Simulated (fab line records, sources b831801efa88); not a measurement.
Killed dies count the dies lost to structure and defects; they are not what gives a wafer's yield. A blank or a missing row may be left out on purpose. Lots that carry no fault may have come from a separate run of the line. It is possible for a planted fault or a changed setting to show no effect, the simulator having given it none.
Struck lot and sound lot, side by side / flow sky130 / 44 steps out of a route of 708
Sound: these wafers, L537.3, L537.5, L537.6. Struck: wafer L547.3 (left out: L547.5, L547.6 of the same lot, which were not struck); the cause appears at the end.
Per side, at each step with rows, come the tool, then ch with its chambers, and then its first start. Under that, the readings that differ: sound wafers / struck wafers / difference of the means / sigmas: that difference in standard deviations of wafers without a fault.
alike: a reading whose means differ by less than 2 such deviations, as well as words and numbers matching on both sides. not compared: withheld readings; readings where some wafer has no value; bounds like >300 that might hide an equal value; numbers whose values overlap and for which the record gives no deviation.
Wherever a step has rows on one side only, a row that says differs or no value, or a row with sigmas, the two part there. When numbers do not overlap yet have no deviation, they are printed without sigmas and do not part them. A reading missing from all wafers of one side parts the sides only when that side holds two or more wafers.

SKY_SPACER_THK_MEAS_01:
  sound on film-metro-01 at day 26 18:01; struck on film-metro-04 at day 29 05:39
  alike: SPACER_CVD_00_THK
SKY_SPACER_ETCHBACK_02: etches Si3N4 in CH3F/O2, stops on SiO2, time 46.7 s, target depth 45 nm.
  sound on rie-diel-02 ch 0,1, day 26 18:04; struck on rie-diel-02 ch 1, day 29 05:41
  alike: drypump-motor-current-A, oes-product-au, throttle-valve-pct
  not compared: rf-hours-counter-h
then, 8 steps without rows for these wafers: SKY_POLY_CUT_DEHYDRATE_00 (time 60 s); SKY_POLY_CUT_HMDS_01 (prime time 60 s); SKY_POLY_CUT_COAT_02 (resist thk 60 nm); SKY_POLY_CUT_COAT_03 (resist thk 450 nm); SKY_POLY_CUT_SOFTBAKE_04 (time 90 s); SKY_POLY_CUT_EXPOSE_05 (exposes mask NPCM, target cd 270 nm); SKY_POLY_CUT_PEB_06; SKY_POLY_CUT_DEVELOP_07 (develop time 60 s).
SKY_POLY_CUT_CD_MEAS_08 targets a cd of 270 nm.
  sound on cd-sem-02 at day 27 22:48; struck on cd-sem-01 at day 30 09:45
  alike: cd-nm
SKY_POLY_CUT_OVL_MEAS_09:
  sound on overlay-02 at day 27 22:53; struck on overlay-01 at day 30 09:50
  alike: POLY_CUT_OVL
SKY_POLY_CUT_ETCH_10: etches BARC in N2/H2, stops on SiO2, time 45.9 s, target depth 60 nm.
  sound on rie-diel-01 ch 0,3, day 27 22:55; struck on rie-diel-01 ch 2, day 30 09:52
reading=oes-product-au (a.u.); sound=0.853 0.857 0.863; struck=0.713; difference=-0.145; sigmas=-30
reading=throttle-valve-pct (%); sound=13.221 13.223 13.233; struck=13.206; difference=-0.020; sigmas=-2
reading=model.etch.depth-nm (nm); sound=60.31 60.19 60.16; struck=42.84; difference=-17.38; sigmas=
reading=model.KrF-thick_of_POLY_CUT_COAT_03.thk-nm (nm); sound=407.6 408.1 408.2; struck=421.3; difference=+13.3; sigmas=
reading=model.POLY_CUT.cd-nm (nm); sound=270.2 271.9 269.8; struck=266.6; difference=-4.0; sigmas=
  alike: drypump-motor-current-A
  not compared: rf-hours-counter-h
SKY_POLY_CUT_ETCH_11: etches Si3N4 in CF4/CH2F2/Ar, stops on poly-Si, time 42.5 s, target depth 60 nm.
  sound on rie-diel-01 ch 0,3, day 27 22:58; struck on rie-diel-01 ch 2, day 30 09:55
reading=oes-product-au (a.u.); sound=0.831 0.830 0.826; struck=0.377; difference=-0.452; sigmas=-72
reading=throttle-valve-pct (%); sound=15.003 14.989 14.996; struck=14.934; difference=-0.062; sigmas=-7
reading=model.POLY_CUT.cd-nm (nm); sound=270.3 271.8 269.8; struck=266.6; difference=-4.0; sigmas=
  alike: drypump-motor-current-A
  not compared: rf-hours-counter-h
SKY_POLY_CUT_STRIP_12: strips in O2/N2.
  sound on plasma-asher-01 ch 0,1, day 27 23:02; struck on plasma-asher-03 ch 1, day 30 09:59
reading=strip-time-to-endpoint-s (s); sound=5.344 5.355 5.362; struck=5.497; difference=+0.143; sigmas=+8
  alike: drypump-motor-current-A, oes-product-au
  not compared: rf-hours-counter-h
then, 7 steps without rows for these wafers: SKY_SD_P_DEHYDRATE_00 (time 60 s); SKY_SD_P_HMDS_01 (prime time 60 s); SKY_SD_P_COAT_02 (resist thk 1140 nm); SKY_SD_P_SOFTBAKE_03 (time 60 s); SKY_SD_P_EXPOSE_04 (exposes mask PSDM, target cd 380 nm); SKY_SD_P_PEB_05; SKY_SD_P_DEVELOP_06 (develop time 60 s).
SKY_SD_P_CD_MEAS_07 targets a cd of 380 nm.
  sound on cd-sem-02 at day 29 04:08; struck on cd-sem-02 at day 31 12:53
  alike: cd-nm
SKY_SD_P_OVL_MEAS_08:
  sound on overlay-02 at day 29 04:13; struck on overlay-02 at day 31 12:58
  alike: SD_P_OVL
next, for these wafers, 1 step has no rows: SKY_SD_P_IMPLANT_09.
SKY_SD_P_STRIP_10: strips in O2/N2.
  sound on plasma-asher-04 ch 0,1, day 29 04:26; struck on plasma-asher-02 ch 1, day 31 13:11
reading=drypump-motor-current-A (A); sound=5.0 4.7 5.0; struck=6.2; difference=+1.3; sigmas=+2
reading=oes-product-au (a.u.); sound=0.609 0.613 0.608; struck=0.620; difference=+0.010; sigmas=+2
  alike: strip-time-to-endpoint-s
  not compared: rf-hours-counter-h
SKY_SD_P_TW_MEAS_11:
  sound on film-metro-04 at day 29 04:31; struck on film-metro-01 at day 31 13:16
  alike: SD_P_TW
then, 8 steps without rows for these wafers: SKY_RES_XHIGH_DEHYDRATE_00 (time 60 s); SKY_RES_XHIGH_HMDS_01 (prime time 60 s); SKY_RES_XHIGH_COAT_02 (resist thk 1140 nm); SKY_RES_XHIGH_SOFTBAKE_03 (time 60 s); SKY_RES_XHIGH_EXPOSE_04 (exposes mask URPM, target cd 1270 nm); SKY_RES_XHIGH_PEB_05; SKY_RES_XHIGH_DEVELOP_06 (develop time 60 s); SKY_RES_XHIGH_IMPLANT_07.
SKY_RES_XHIGH_STRIP_08: strips in O2/N2.
  sound on plasma-asher-02 ch 0,1, day 30 08:23; struck on plasma-asher-03 ch 0, day 32 16:23
reading=strip-time-to-endpoint-s (s); sound=14.36 14.31 14.31; struck=14.23; difference=-0.10; sigmas=-2
  alike: drypump-motor-current-A, oes-product-au
  not compared: rf-hours-counter-h
SKY_RES_XHIGH_TW_MEAS_09:
  sound on film-metro-02 at day 30 08:28; struck on film-metro-01 at day 32 16:28
reading=RES_XHIGH_TW; sound=1639 1640 1637; struck=1661; difference=+22; sigmas=+3
then, 5 steps without rows for these wafers: SKY_SD_N_DEHYDRATE_00 (time 60 s); SKY_SD_N_HMDS_01 (prime time 60 s); SKY_SD_N_COAT_02 (resist thk 1140 nm); SKY_SD_N_SOFTBAKE_03 (time 60 s); SKY_SD_N_EXPOSE_04 (exposes mask NSDM, target cd 380 nm).
SKY_SD_N_CD_MEAS_07 targets a cd of 380 nm.
  sound on cd-sem-02 at day 31 11:16; struck on cd-sem-01 at day 33 18:54
  not compared: cd-nm
SKY_SD_N_OVL_MEAS_08:
  sound on overlay-01 at day 31 11:22; struck on overlay-02 at day 33 18:59
  not compared: SD_N_OVL

## WHERE THEY PART
Last at SKY_RES_XHIGH_TW_MEAS_09 as far as this record goes, first at SKY_POLY_CUT_ETCH_10.

WHY: what had been put in by the simulator
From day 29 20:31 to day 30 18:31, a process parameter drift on rie-diel-01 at SKY_POLY_CUT_ETCH_10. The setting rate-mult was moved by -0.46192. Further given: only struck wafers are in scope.
